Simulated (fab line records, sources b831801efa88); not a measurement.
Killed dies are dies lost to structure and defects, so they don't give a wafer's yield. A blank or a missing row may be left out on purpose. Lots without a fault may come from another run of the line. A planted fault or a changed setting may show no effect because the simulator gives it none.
Which tool did it? | flow sky130 | 13 lots, 39 wafers sampled, at 3 steps of a route of 708

WHAT THE GAUGES READ, wafer by wafer
SKY_CAP2M_OVL_MEAS_12. Usual: CAP2M_OVL 1.2 nm, standard deviation 1.4.
lot  | measured     | on         | CAP2M_OVL (nm) | flag
L882 | day 40 22:06 | overlay-01 | 0.6 0.3 -0.4   |
L883 | day 41 05:25 | overlay-02 | 0.1 -0.4 -1.4  |
L885 | day 41 22:11 | overlay-02 | 1.3 0.0 1.4    |
L884 | day 41 23:07 | overlay-01 | 2.9 3.4 1.7    |
L886 | day 42 07:46 | overlay-01 | -0.8 -1.9 0.3  |
L887 | day 42 13:35 | overlay-01 | 1.5 1.3 2.1    |
L888 | day 42 18:28 | overlay-01 | 0.6 0.9 -0.3   |
L890 | day 43 18:17 | overlay-01 | 1.4 0.8 0.3    |
L891 | day 43 22:50 | overlay-02 | 2.6 4.3 2.5    |
L898 | day 45 14:17 | overlay-01 | -0.1 -0.4 -0.6 |
L901 | day 46 09:29 | overlay-02 | -0.4 -0.2 0.9  |
L903 | day 47 03:07 | overlay-02 | 0.6 0.8 -0.2   |
L905 | day 47 16:05 | overlay-02 | 1.4 0.8 1.4    |

SKY_METAL5_RS_MEAS_05: measures by four-point-probe. Usual: METAL5_ALCU_RS 0.0270 ohm/sq, standard deviation 0.00031.
lot  | measured     | on            | METAL5_ALCU_RS (ohm/sq) | flag
L882 | day 43 03:07 | film_metro-01 | 0.0271 0.0268 0.0266    |
L883 | day 43 10:13 | film_metro-04 | 0.0263 0.0268 0.0268    |
L885 | day 44 01:49 | film_metro-02 | 0.0276 0.0274 0.0275    |
L884 | day 44 02:22 | film_metro-01 | 0.0269 0.0268 0.0271    |
L886 | day 44 11:11 | film_metro-01 | 0.0271 0.0270 0.0269    |
L887 | day 44 15:51 | film_metro-02 | 0.0271 0.0270 0.0273    |
L888 | day 44 19:38 | film_metro-01 | 0.0276 0.0272 0.0272    |
L890 | day 45 18:18 | film_metro-01 | 0.0272 0.0276 0.0269    |
L891 | day 45 22:51 | film_metro-01 | 0.0272 0.0270 0.0273    |
L898 | day 47 10:53 | film_metro-02 | 0.0270 0.0274 0.0273    |
L901 | day 48 05:59 | film_metro-04 | 0.0267 0.0275 0.0271    |
L903 | day 48 21:58 | film_metro-04 | 0.0275 0.0276 0.0277    |
L905 | day 49 09:04 | film_metro-04 | 0.0271 0.0272 0.0272    |

WHICH TOOL RAN EACH LOT (tool, then ch and the chambers of the sampled wafers, then the start)
lot  | SKY_METAL4_SPUTTER_00
L882 | pvd_sputter-02, day 39 20:14
L883 | pvd_sputter-01, day 40 04:10
L885 | pvd_sputter-03, day 40 21:16
L884 | pvd_sputter-01, day 40 21:53
L886 | pvd_sputter-01, day 41 07:16
L887 | pvd_sputter-01, day 41 12:52
L888 | pvd_sputter-03, day 41 17:40
L890 | pvd_sputter-02, day 42 19:20
L891 | pvd_sputter-03, day 42 23:33
L898 | pvd_sputter-01, day 44 16:07
L901 | pvd_sputter-01, day 45 11:50
L903 | pvd_sputter-03, day 46 06:32
L905 | pvd_sputter-02, day 46 19:32
- SKY_METAL4_SPUTTER_00: material Ti, target thk 15 nm, time 10 s.

WHAT THE TOOLS THEMSELVES READ (means of the sampled wafers that have a number; where no wafer has one, the mark that the record gives instead)
SKY_METAL4_SPUTTER_00. Usual: throttle_valve_pct 30.0 %, standard deviation 0.86.
lot  | tool           | throttle_valve_pct (%) | flag
L882 | pvd_sputter-02 | 30.1                   |
L883 | pvd_sputter-01 | 29.6                   |
L885 | pvd_sputter-03 | 30.0                   |
L884 | pvd_sputter-01 | 30.2                   |
L886 | pvd_sputter-01 | 30.1                   |
L887 | pvd_sputter-01 | 29.9                   |
L888 | pvd_sputter-03 | 29.9                   |
L890 | pvd_sputter-02 | 30.6                   |
L891 | pvd_sputter-03 | 30.5                   |
L898 | pvd_sputter-01 | 29.8                   |
L901 | pvd_sputter-01 | 30.2                   |
L903 | pvd_sputter-03 | 29.7                   |
L905 | pvd_sputter-02 | 29.5                   |

THE ANSWER, worked out from the rows above alone
Rule: a lot is off if the mean of its wafers that have a number lies more than 3 standard deviations from the usual mean. A lot without any number at a reading at which 4 lots or more have one is off too. The other lots that the step has rows for count as sound. The gauges are gone through in route order, then the tools' own readings, and for those a lot's mean is taken as printed above. The first step at which some lot is off is used, and at that step the reading that is off furthest; a lot without a number counts as furthest.
No lot is off at any reading shown: from this, nothing can be told.

WHAT THE SIMULATOR HAD PUT IN
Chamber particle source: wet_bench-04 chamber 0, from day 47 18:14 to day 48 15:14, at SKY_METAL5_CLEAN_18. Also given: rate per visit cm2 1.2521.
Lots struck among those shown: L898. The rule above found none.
